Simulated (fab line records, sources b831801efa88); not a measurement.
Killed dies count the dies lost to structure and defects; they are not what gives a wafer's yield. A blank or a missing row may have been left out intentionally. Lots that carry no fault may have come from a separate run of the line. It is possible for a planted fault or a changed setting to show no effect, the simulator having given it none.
fab line records / flow gf180mcu / part 2 of 2: steps 29 to 38 of 38
record lots=5 wafers=15 last-day=33
route steps=602 shown V5@549 TOP_METAL@567
lots with no fault: from the same line, run without faults
start-h: hours from the record's first day to the start of the lot's first wafer shown / wait-h: hours elapsed since this lot's preceding step / " same as the row above / L1.1+2: several wafers, shown together as one row / - value missing, or start not given / * or withheld: withheld / < > ~ a bound
route shown NAME@n: names a module that has steps shown in the file, with the first one's number in the route / usual: mean/standard deviation of fault-free wafers / same: alike in all rows / chamber/n: place in a boat / sites: readings site by site / _std_site: the values' standard deviation / _edge_site: the outer-site mean with the inner-site mean subtracted / radius-mm: for every site, how far away it sits from the centre of the wafer / mask NAME#n: copy n / behind: the last tool/chamber to shape the wafer / hold: why the lot was held/for how many hours/how that ended / device: whichever transistor did not switch (one of n, p or np) / end of line: tests run on the same wafers once the route is complete / a step without rows: its recipe alone / killed: the dies lost at the first sort to structure and to defects; this is not the yield of the wafer / map: dies across one wafer; x = killed, . = not, _ = none there
set.NAME: the run value of the setting; set.NAME@STEP: its run value at that earlier step / model.NAME: the simulator's own value behind a step, which no gauge read
lots at selected steps of the route; one table per step, one row per wafer
services: a tool's chamber out of use, with start hour (start-h, from the record's first day; less than 0 if before it), hours out, and reason
## steps
# step GF_TOP_METAL_SOFTBAKE_10
# recipe temp-c=90 time-s=60 resist=NOVOLAK
lot.wafer=L076.4+5+6 tool=litho-track-04 chamber=0 start-h=656.28 wait-h=0.1
lot.wafer=L082.3+5+6 tool=litho-track-04 chamber=0 start-h=706.40 wait-h=0.1
lot.wafer=L086.4+5+6 tool=litho-track-01 chamber=0 start-h=731.53 wait-h=0.1
lot.wafer=L087.3+5+6 tool=litho-track-02 chamber=0 start-h=736.01 wait-h=0.1
lot.wafer=L093.1+3+5 tool=litho-track-01 chamber=0 start-h=772.76 wait-h=0.1
# step GF_TOP_METAL_EXPOSE_11
# recipe mask-id=MetalTop target-cd-nm=440 na=0.6 source-shape=conventional sigma-outer=0.6 dose-mj=170
lot.wafer=L076.4+5+6 tool=iline-stepper-01 chamber=0 start-h=- wait-h=- mask=MetalTop#0
lot.wafer=L082.3+5+6 tool=iline-stepper-02 chamber=0 start-h=- wait-h=- mask=MetalTop#0
lot.wafer=L086.4+5+6 tool=iline-stepper-02 chamber=0 start-h=- wait-h=- mask=MetalTop#0
lot.wafer=L087.3+5+6 tool=iline-stepper-01 chamber=0 start-h=- wait-h=- mask=MetalTop#0
lot.wafer=L093.1+3+5 tool=iline-stepper-02 chamber=0 start-h=- wait-h=- mask=MetalTop#0
# step GF_TOP_METAL_PEB_12
# recipe temp-c=withheld time-s=* resist=NOVOLAK
lot.wafer=L076.4+5+6 tool=litho-track-02 chamber=0 start-h=- wait-h=-
lot.wafer=L082.3+5+6 tool=litho-track-02 chamber=0 start-h=- wait-h=-
lot.wafer=L086.4+5+6 tool=litho-track-04 chamber=0 start-h=- wait-h=-
lot.wafer=L087.3+5+6 tool=litho-track-02 chamber=0 start-h=- wait-h=-
lot.wafer=L093.1+3+5 tool=litho-track-02 chamber=0 start-h=- wait-h=-
# step GF_TOP_METAL_DEVELOP_13
# recipe develop-time-s=60 dev-temp-c=23
lot.wafer=L076.4+5+6 tool=litho-track-02 chamber=0 start-h=665.43 wait-h=0.1
lot.wafer=L082.3+5+6 tool=litho-track-02 chamber=0 start-h=715.11 wait-h=0.1
lot.wafer=L086.4+5+6 tool=litho-track-04 chamber=0 start-h=739.88 wait-h=0.1
lot.wafer=L087.3+5+6 tool=litho-track-02 chamber=0 start-h=744.51 wait-h=0.1
lot.wafer=L093.1+3+5 tool=litho-track-02 chamber=0 start-h=779.91 wait-h=0.1
# step GF_TOP_METAL_CD_MEAS_14
# recipe target-cd-nm=440
# usual cd-nm=440.0/2.9
lot.wafer=L076.4 tool=cd-sem-01 chamber=- start-h=665.57 wait-h=0.1 cd-nm=438.3
lot.wafer=L076.5 tool=cd-sem-01 chamber=- start-h=665.57 wait-h=0.1 cd-nm=439.2
lot.wafer=L076.6 tool=cd-sem-01 chamber=- start-h=665.57 wait-h=0.1 cd-nm=436.1
lot.wafer=L082.3 tool=cd-sem-01 chamber=- start-h=715.25 wait-h=0.1 cd-nm=439.3
lot.wafer=L082.5 tool=cd-sem-01 chamber=- start-h=715.25 wait-h=0.1 cd-nm=440.5
lot.wafer=L082.6 tool=cd-sem-01 chamber=- start-h=715.25 wait-h=0.1 cd-nm=441.2
lot.wafer=L086.4 tool=cd-sem-02 chamber=- start-h=740.01 wait-h=0.1 cd-nm=434.1
lot.wafer=L086.5 tool=cd-sem-02 chamber=- start-h=740.01 wait-h=0.1 cd-nm=434.9
lot.wafer=L086.6 tool=cd-sem-02 chamber=- start-h=740.01 wait-h=0.1 cd-nm=431.8
lot.wafer=L087.3 tool=cd-sem-02 chamber=- start-h=744.65 wait-h=0.1 cd-nm=442.4
lot.wafer=L087.5 tool=cd-sem-02 chamber=- start-h=744.65 wait-h=0.1 cd-nm=443.1
lot.wafer=L087.6 tool=cd-sem-02 chamber=- start-h=744.65 wait-h=0.1 cd-nm=442.3
lot.wafer=L093.1 tool=cd-sem-01 chamber=- start-h=780.06 wait-h=0.1 cd-nm=436.7
lot.wafer=L093.3 tool=cd-sem-01 chamber=- start-h=780.06 wait-h=0.1 cd-nm=436.0
lot.wafer=L093.5 tool=cd-sem-01 chamber=- start-h=780.06 wait-h=0.1 cd-nm=436.5
# step GF_TOP_METAL_OVL_MEAS_15
# usual TOP_METAL_OVL=0.5/1.3
lot.wafer=L076.4 tool=overlay-01 chamber=- start-h=665.65 wait-h=0.1 TOP_METAL_OVL[nm]=-0.6
lot.wafer=L076.5 tool=overlay-01 chamber=- start-h=665.65 wait-h=0.1 TOP_METAL_OVL[nm]=1.4
lot.wafer=L076.6 tool=overlay-01 chamber=- start-h=665.65 wait-h=0.1 TOP_METAL_OVL[nm]=0.2
lot.wafer=L082.3 tool=overlay-01 chamber=- start-h=715.34 wait-h=0.1 TOP_METAL_OVL[nm]=1.9
lot.wafer=L082.5 tool=overlay-01 chamber=- start-h=715.34 wait-h=0.1 TOP_METAL_OVL[nm]=2.7
lot.wafer=L082.6 tool=overlay-01 chamber=- start-h=715.34 wait-h=0.1 TOP_METAL_OVL[nm]=2.0
lot.wafer=L086.4 tool=overlay-01 chamber=- start-h=740.09 wait-h=0.1 TOP_METAL_OVL[nm]=-1.6
lot.wafer=L086.5 tool=overlay-01 chamber=- start-h=740.09 wait-h=0.1 TOP_METAL_OVL[nm]=0.1
lot.wafer=L086.6 tool=overlay-01 chamber=- start-h=740.09 wait-h=0.1 TOP_METAL_OVL[nm]=-0.6
lot.wafer=L087.3 tool=overlay-01 chamber=- start-h=744.74 wait-h=0.1 TOP_METAL_OVL[nm]=-0.5
lot.wafer=L087.5 tool=overlay-01 chamber=- start-h=744.74 wait-h=0.1 TOP_METAL_OVL[nm]=1.4
lot.wafer=L087.6 tool=overlay-01 chamber=- start-h=744.74 wait-h=0.1 TOP_METAL_OVL[nm]=-0.3
lot.wafer=L093.1 tool=overlay-01 chamber=- start-h=780.18 wait-h=0.1 TOP_METAL_OVL[nm]=-0.3
lot.wafer=L093.3 tool=overlay-01 chamber=- start-h=780.18 wait-h=0.1 TOP_METAL_OVL[nm]=2.0
lot.wafer=L093.5 tool=overlay-01 chamber=- start-h=780.18 wait-h=0.1 TOP_METAL_OVL[nm]=-0.1
# step GF_TOP_METAL_METAL_ETCH_16
# recipe chemistry=Cl2/BCl3 mask-material=NOVOLAK target-depth-nm=1197 stop-on=SiO2 pressure-mtorr=8 icp-w=800 bias-w=140 Cl2_flow_sccm=80 bcl3-flow-sccm=40 time-s=199.5
# usual chamber-pressure-mTorr=8.000/0.0068 drypump-motor-current-A=5.6/0.46 oes-product-au=0.991/0.0049 throttle-valve-pct=28.229/0.01
lot.wafer=L076.4 tool=rie-metal-01 chamber=1 start-h=665.73 wait-h=0.1 chamber-pressure-mTorr=8.003 drypump-motor-current-A=4.9 oes-product-au=0.992 rf-hours-counter-h=- throttle-valve-pct=28.227
lot.wafer=L076.5 tool=rie-metal-01 chamber=0 start-h=665.73 wait-h=0.1 chamber-pressure-mTorr=7.997 drypump-motor-current-A=5.6 oes-product-au=0.990 rf-hours-counter-h=- throttle-valve-pct=28.228
lot.wafer=L076.6 tool=rie-metal-01 chamber=1 start-h=665.73 wait-h=0.1 chamber-pressure-mTorr=8.011 drypump-motor-current-A=4.9 oes-product-au=0.993 rf-hours-counter-h=- throttle-valve-pct=28.233
lot.wafer=L082.3 tool=rie-metal-01 chamber=1 start-h=715.43 wait-h=0.1 chamber-pressure-mTorr=8.004 drypump-motor-current-A=4.9 oes-product-au=0.991 rf-hours-counter-h=- throttle-valve-pct=28.238
lot.wafer=L082.5 tool=rie-metal-01 chamber=0 start-h=715.43 wait-h=0.1 chamber-pressure-mTorr=8.002 drypump-motor-current-A=5.6 oes-product-au=0.987 rf-hours-counter-h=- throttle-valve-pct=28.229
lot.wafer=L082.6 tool=rie-metal-01 chamber=1 start-h=715.43 wait-h=0.1 chamber-pressure-mTorr=7.993 drypump-motor-current-A=4.9 oes-product-au=0.986 rf-hours-counter-h=- throttle-valve-pct=28.224
lot.wafer=L086.4 tool=rie-metal-01 chamber=1 start-h=740.17 wait-h=0.1 chamber-pressure-mTorr=7.999 drypump-motor-current-A=4.9 oes-product-au=0.987 rf-hours-counter-h=- throttle-valve-pct=28.224
lot.wafer=L086.5 tool=rie-metal-01 chamber=0 start-h=740.17 wait-h=0.1 chamber-pressure-mTorr=8.010 drypump-motor-current-A=5.5 oes-product-au=0.985 rf-hours-counter-h=- throttle-valve-pct=28.253
lot.wafer=L086.6 tool=rie-metal-01 chamber=1 start-h=740.17 wait-h=0.1 chamber-pressure-mTorr=7.988 drypump-motor-current-A=4.9 oes-product-au=0.998 rf-hours-counter-h=- throttle-valve-pct=28.229
lot.wafer=L087.3 tool=rie-metal-01 chamber=0 start-h=744.83 wait-h=0.1 chamber-pressure-mTorr=7.994 drypump-motor-current-A=5.6 oes-product-au=0.987 rf-hours-counter-h=- throttle-valve-pct=28.221
lot.wafer=L087.5 tool=rie-metal-01 chamber=1 start-h=744.83 wait-h=0.1 chamber-pressure-mTorr=7.997 drypump-motor-current-A=4.9 oes-product-au=0.991 rf-hours-counter-h=- throttle-valve-pct=28.225
lot.wafer=L087.6 tool=rie-metal-01 chamber=0 start-h=744.83 wait-h=0.1 chamber-pressure-mTorr=7.997 drypump-motor-current-A=5.6 oes-product-au=0.995 rf-hours-counter-h=- throttle-valve-pct=28.222
lot.wafer=L093.1 tool=rie-metal-03 chamber=0 start-h=780.21 wait-h=0.0 chamber-pressure-mTorr=7.990 drypump-motor-current-A=6.2 oes-product-au=0.986 rf-hours-counter-h=3 throttle-valve-pct=28.249
lot.wafer=L093.3 tool=rie-metal-03 chamber=1 start-h=780.21 wait-h=0.0 chamber-pressure-mTorr=7.994 drypump-motor-current-A=5.8 oes-product-au=0.992 rf-hours-counter-h=- throttle-valve-pct=28.218
lot.wafer=L093.5 tool=rie-metal-03 chamber=1 start-h=780.21 wait-h=0.0 chamber-pressure-mTorr=8.009 drypump-motor-current-A=5.8 oes-product-au=0.989 rf-hours-counter-h=- throttle-valve-pct=28.233
# step GF_TOP_METAL_STRIP_17
# recipe chemistry=O2/N2 power-w=1400 pressure-mtorr=1500 platen-temp-c=250 o2-flow-sccm=3000 n2-flow-sccm=300 overash-fraction=0.5
# usual chamber-pressure-mTorr=1500.0/1.4 drypump-motor-current-A=5.62/0.3 heater-power-w=358/26 oes-product-au=0.710/0.0049 strip-time-to-endpoint-s=12.90/0.076
lot.wafer=L076.4 tool=plasma-asher-04 chamber=1 start-h=665.89 wait-h=0.1 chamber-pressure-mTorr=1501.5 drypump-motor-current-A=5.25 heater-power-w=366 oes-product-au=0.712 rf-hours-counter-h=- strip-time-to-endpoint-s=12.92
lot.wafer=L076.5 tool=plasma-asher-04 chamber=0 start-h=665.89 wait-h=0.1 chamber-pressure-mTorr=1498.5 drypump-motor-current-A=5.97 heater-power-w=397 oes-product-au=0.715 rf-hours-counter-h=- strip-time-to-endpoint-s=13.01
lot.wafer=L076.6 tool=plasma-asher-04 chamber=1 start-h=665.89 wait-h=0.1 chamber-pressure-mTorr=1499.5 drypump-motor-current-A=5.24 heater-power-w=373 oes-product-au=0.709 rf-hours-counter-h=- strip-time-to-endpoint-s=12.93
lot.wafer=L082.3 tool=plasma-asher-01 chamber=0 start-h=715.59 wait-h=0.1 chamber-pressure-mTorr=1500.1 drypump-motor-current-A=5.96 heater-power-w=310 oes-product-au=0.704 rf-hours-counter-h=- strip-time-to-endpoint-s=12.88
lot.wafer=L082.5 tool=plasma-asher-01 chamber=0 start-h=715.59 wait-h=0.1 chamber-pressure-mTorr=1502.3 drypump-motor-current-A=5.95 heater-power-w=305 oes-product-au=0.706 rf-hours-counter-h=- strip-time-to-endpoint-s=12.93
lot.wafer=L082.6 tool=plasma-asher-01 chamber=1 start-h=715.59 wait-h=0.1 chamber-pressure-mTorr=1502.1 drypump-motor-current-A=5.65 heater-power-w=369 oes-product-au=0.712 rf-hours-counter-h=- strip-time-to-endpoint-s=12.95
lot.wafer=L086.4 tool=plasma-asher-04 chamber=1 start-h=740.33 wait-h=0.1 chamber-pressure-mTorr=1498.1 drypump-motor-current-A=5.23 heater-power-w=369 oes-product-au=0.700 rf-hours-counter-h=- strip-time-to-endpoint-s=12.89
lot.wafer=L086.5 tool=plasma-asher-04 chamber=1 start-h=740.33 wait-h=0.1 chamber-pressure-mTorr=1499.7 drypump-motor-current-A=5.24 heater-power-w=366 oes-product-au=0.716 rf-hours-counter-h=- strip-time-to-endpoint-s=12.88
lot.wafer=L086.6 tool=plasma-asher-04 chamber=0 start-h=740.33 wait-h=0.1 chamber-pressure-mTorr=1500.2 drypump-motor-current-A=5.97 heater-power-w=393 oes-product-au=0.703 rf-hours-counter-h=- strip-time-to-endpoint-s=12.88
lot.wafer=L087.3 tool=plasma-asher-03 chamber=0 start-h=744.99 wait-h=0.1 chamber-pressure-mTorr=1497.8 drypump-motor-current-A=5.71 heater-power-w=328 oes-product-au=0.707 rf-hours-counter-h=- strip-time-to-endpoint-s=12.79
lot.wafer=L087.5 tool=plasma-asher-03 chamber=1 start-h=744.99 wait-h=0.1 chamber-pressure-mTorr=1500.6 drypump-motor-current-A=5.37 heater-power-w=348 oes-product-au=0.705 rf-hours-counter-h=- strip-time-to-endpoint-s=12.83
lot.wafer=L087.6 tool=plasma-asher-03 chamber=0 start-h=744.99 wait-h=0.1 chamber-pressure-mTorr=1501.0 drypump-motor-current-A=5.72 heater-power-w=332 oes-product-au=0.707 rf-hours-counter-h=- strip-time-to-endpoint-s=12.85
lot.wafer=L093.1 tool=plasma-asher-03 chamber=0 start-h=780.40 wait-h=0.1 chamber-pressure-mTorr=1500.3 drypump-motor-current-A=5.72 heater-power-w=340 oes-product-au=0.707 rf-hours-counter-h=96 strip-time-to-endpoint-s=13.05
lot.wafer=L093.3 tool=plasma-asher-03 chamber=0 start-h=780.40 wait-h=0.1 chamber-pressure-mTorr=1500.3 drypump-motor-current-A=5.73 heater-power-w=326 oes-product-au=0.712 rf-hours-counter-h=- strip-time-to-endpoint-s=12.89
lot.wafer=L093.5 tool=plasma-asher-03 chamber=1 start-h=780.40 wait-h=0.1 chamber-pressure-mTorr=1498.4 drypump-motor-current-A=5.36 heater-power-w=342 oes-product-au=0.710 rf-hours-counter-h=- strip-time-to-endpoint-s=12.88
# step GF_TOP_METAL_STRIP_18
# recipe chemistry=post-etch-residue-remover time-s=1200 temp-c=72.5
# usual temp-c=72.50/0.12
lot.wafer=L076.4 tool=wet-bench-01 chamber=1 start-h=665.96 wait-h=0.0 temp-c=72.29
lot.wafer=L076.5 tool=wet-bench-01 chamber=1 start-h=665.96 wait-h=0.0 temp-c=72.52
lot.wafer=L076.6 tool=wet-bench-01 chamber=1 start-h=665.96 wait-h=0.0 temp-c=72.43
lot.wafer=L082.3 tool=wet-bench-04 chamber=2 start-h=715.66 wait-h=0.0 temp-c=72.45
lot.wafer=L082.5 tool=wet-bench-04 chamber=2 start-h=715.66 wait-h=0.0 temp-c=72.47
lot.wafer=L082.6 tool=wet-bench-04 chamber=2 start-h=715.66 wait-h=0.0 temp-c=72.44
lot.wafer=L086.4 tool=wet-bench-03 chamber=3 start-h=740.40 wait-h=0.0 temp-c=72.58
lot.wafer=L086.5 tool=wet-bench-03 chamber=3 start-h=740.40 wait-h=0.0 temp-c=72.38
lot.wafer=L086.6 tool=wet-bench-03 chamber=3 start-h=740.40 wait-h=0.0 temp-c=72.58
lot.wafer=L087.3 tool=wet-bench-03 chamber=2 start-h=745.06 wait-h=0.0 temp-c=72.49
lot.wafer=L087.5 tool=wet-bench-03 chamber=2 start-h=745.06 wait-h=0.0 temp-c=72.45
lot.wafer=L087.6 tool=wet-bench-03 chamber=2 start-h=745.06 wait-h=0.0 temp-c=72.44
lot.wafer=L093.1 tool=wet-bench-01 chamber=2 start-h=780.50 wait-h=0.1 temp-c=72.52
lot.wafer=L093.3 tool=wet-bench-01 chamber=2 start-h=780.50 wait-h=0.1 temp-c=72.61
lot.wafer=L093.5 tool=wet-bench-01 chamber=2 start-h=780.50 wait-h=0.1 temp-c=72.58
# step GF_TOP_METAL_CLEAN_19
# recipe chemistry=DIW dry=n2-spin
lot.wafer=L076.4+5+6 tool=wet-bench-04 chamber=3 start-h=666.30 wait-h=0.0
lot.wafer=L082.3+5+6 tool=wet-bench-03 chamber=1 start-h=716.00 wait-h=0.0
lot.wafer=L086.4+5+6 tool=wet-bench-04 chamber=0 start-h=740.74 wait-h=0.0
lot.wafer=L087.3+5+6 tool=wet-bench-04 chamber=3 start-h=745.40 wait-h=0.0
lot.wafer=L093.1+3+5 tool=wet-bench-01 chamber=1 start-h=780.85 wait-h=0.0
## services
tool=pvd-sputter-03 chamber=- start-h=617.47 hours=6.1 kind=repair
tool=krf-scanner-02 chamber=- start-h=620.86 hours=24.4 kind=repair
tool=krf-scanner-02 chamber=- start-h=645.31 hours=1.3 kind=pm
tool=krf-scanner-02 chamber=- start-h=646.43 hours=2.4 kind=repair
tool=rie-diel-01 chamber=1 start-h=651.95 hours=5.6 kind=repair
tool=rie-diel-01 chamber=2 start-h=653.79 hours=10.1 kind=repair
tool=cvd-w-02 chamber=1 start-h=654.24 hours=14.7 kind=repair
tool=krf-scanner-02 chamber=- start-h=662.77 hours=0.4 kind=repair
tool=rie-diel-01 chamber=3 start-h=673.86 hours=14.1 kind=repair
tool=rie-diel-01 chamber=0 start-h=678.37 hours=6.3 kind=repair
tool=rie-diel-01 chamber=1 start-h=680.66 hours=5.2 kind=repair
tool=krf-scanner-02 chamber=- start-h=699.42 hours=1.0 kind=pm
tool=rie-diel-01 chamber=0 start-h=704.21 hours=1.5 kind=repair
tool=cmp-01 chamber=- start-h=710.77 hours=4.2 kind=pm
tool=krf-scanner-02 chamber=- start-h=715.67 hours=0.8 kind=pm
tool=pvd-sputter-01 chamber=- start-h=718.80 hours=7.6 kind=repair
tool=pvd-sputter-01 chamber=- start-h=722.76 hours=4.4 kind=repair
tool=krf-scanner-02 chamber=- start-h=730.56 hours=0.5 kind=repair
tool=rie-diel-01 chamber=2 start-h=734.56 hours=14.3 kind=repair
tool=cmp-01 chamber=- start-h=744.00 hours=4.0 kind=pm
tool=cmp-01 chamber=- start-h=746.40 hours=0.9 kind=repair
tool=krf-scanner-02 chamber=- start-h=756.23 hours=4.0 kind=pm
tool=rie-diel-01 chamber=- start-h=776.47 hours=0.8 kind=repair
tool=krf-scanner-02 chamber=- start-h=778.05 hours=4.4 kind=pm
